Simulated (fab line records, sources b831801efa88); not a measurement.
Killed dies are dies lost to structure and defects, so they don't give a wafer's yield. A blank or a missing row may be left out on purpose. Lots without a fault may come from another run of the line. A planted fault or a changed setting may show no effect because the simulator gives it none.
Split-lot experiment | flow gf180mcu | 5 lots, 23 wafers read, on a route of 602 steps

THE SPLIT
At GF_VT_IMPLANT_IMPLANT_08, the setting energy_kev was moved away from the recipe's 20 on 6 of the 23 wafers read, by -6.9% to +3.3%. The other wafers ran this setting at the recipe's value.

FROM THE SPLIT TO THE READING: what the file shows between them, 1 step
- GF_VT_IMPLANT_STRIP_09: strips in O2/N2

THE READING
VT_IMPLANT_TW, at GF_VT_IMPLANT_TW_MEAS_10. Fault-free wafers of this fab line usually give 565, standard deviation 4.3.

wafer  | tool, chamber at the split | energy_kev as run | against the recipe | VT_IMPLANT_TW | against lot-mates on the recipe
L074.1 | implanter-04, 0            | 20                | recipe             | 567           | -
L074.2 | implanter-04, 0            | 20                | recipe             | 568           | -
L074.3 | implanter-04, 0            | 20                | recipe             | 566           | -
L074.5 | implanter-04, 0            | 20                | recipe             | 565           | -
L074.6 | implanter-04, 0            | 20                | recipe             | 566           | -
L075.2 | implanter-04, 0            | 20                | recipe             | 563           | -
L075.4 | implanter-04, 0            | 20                | recipe             | 562           | -
L075.5 | implanter-04, 0            | 20                | recipe             | 560           | -
L082.2 | implanter-01, 0            | 18.63             | -6.9%              | 549           | -12
L082.3 | implanter-01, 0            | 18.63             | -6.9%              | 551           | -10
L082.4 | implanter-01, 0            | 20                | recipe             | 562           | -
L082.5 | implanter-01, 0            | 18.63             | -6.9%              | 550           | -12
L082.6 | implanter-01, 0            | 20                | recipe             | 561           | -
L083.1 | implanter-01, 0            | 20                | recipe             | 564           | -
L083.2 | implanter-01, 0            | 20                | recipe             | 561           | -
L083.3 | implanter-01, 0            | 20                | recipe             | 564           | -
L083.4 | implanter-01, 0            | 20                | recipe             | 566           | -
L083.5 | implanter-01, 0            | 20                | recipe             | 564           | -
L085.1 | implanter-04, 0            | 20                | recipe             | 567           | -
L085.2 | implanter-04, 0            | 20                | recipe             | 563           | -
L085.3 | implanter-04, 0            | 20.66             | +3.3%              | 571           | +6
L085.5 | implanter-04, 0            | 20.66             | +3.3%              | 570           | +5
L085.6 | implanter-04, 0            | 20.66             | +3.3%              | 571           | +6

THE FIT
A straight line over all 23 wafers: VT_IMPLANT_TW changes by +2.04 for each +1% of energy_kev; r = +0.94; the points scatter about the line by 2.1.
The same after taking each lot's own level away (the mean of its wafers on the recipe; 23 wafers): +1.69 for each +1%; r = +0.97; scatter 1.3.
On that fit, the largest move of energy_kev shifts the reading by 12.
The lots' own levels span 561.5 to 566.4, that is 1.1 times the standard deviation above.
So the lot-to-lot level changes the slope: the two fits differ.
Check: with one of the wafers moved furthest among these (-6.9%) left out of the fit, the line predicts -11.2 for it against its lot-mates. It came out at -12.5 against them.

OTHER SPLITS ON THESE WAFERS
These wafers also went through other splits before the reading. Each is held against what the fit with the lots' levels taken away leaves over:
other split on the same wafers | wafers away from the commonest value | r with VT_IMPLANT_TW (lot level and that fit taken away)
GF_STI_CVD_03 temp_c           | 18                                   | -0.01
GF_STI_SOFTBAKE_08 time_s      | 4                                    | +0.07
GF_STI_WET_ETCH_17 time_s      | 18                                   | -0.01
GF_STI_CVD_23 sih4_flow_sccm   | 11                                   | -0.16
GF_STI_OXIDATION_29 ox_time_s  | 18                                   | -0.02
GF_NWELL_COAT_02 resist_thk_nm | 8                                    | +0.02
GF_NWELL_IMPLANT_09 energy_kev | 11                                   | +0.21
GF_MVSD_IMPLANT_08 dose_cm2    | 7                                    | +0.01
GF_MVPSD_COAT_02 spin_rpm      | 10                                   | +0.12
GF_VT_IMPLANT_COAT_02 spin_rpm | 9                                    | +0.21

THE WHOLE CHAIN: every reading that the file lists as answering this split, in the file's order
step                     | what it does | reading                                                         | change (the file's fit)                | r (the file's)
GF_VT_IMPLANT_IMPLANT_08 |              | implant.rp_nm (the simulator's own value, which no gauge read)  | +0.132 nm for each +1% of the setting  | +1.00
GF_VT_IMPLANT_IMPLANT_08 |              | implant.drp_nm (the simulator's own value, which no gauge read) | +0.0691 nm for each +1% of the setting | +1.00
GF_VT_IMPLANT_TW_MEAS_10 |              | VT_IMPLANT_TW                                                   | +1.69 for each +1% of the setting      | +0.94

THE FILE'S OWN FIT
VT_IMPLANT_TW changes by +1.69 for each +1% of energy_kev, r = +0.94.
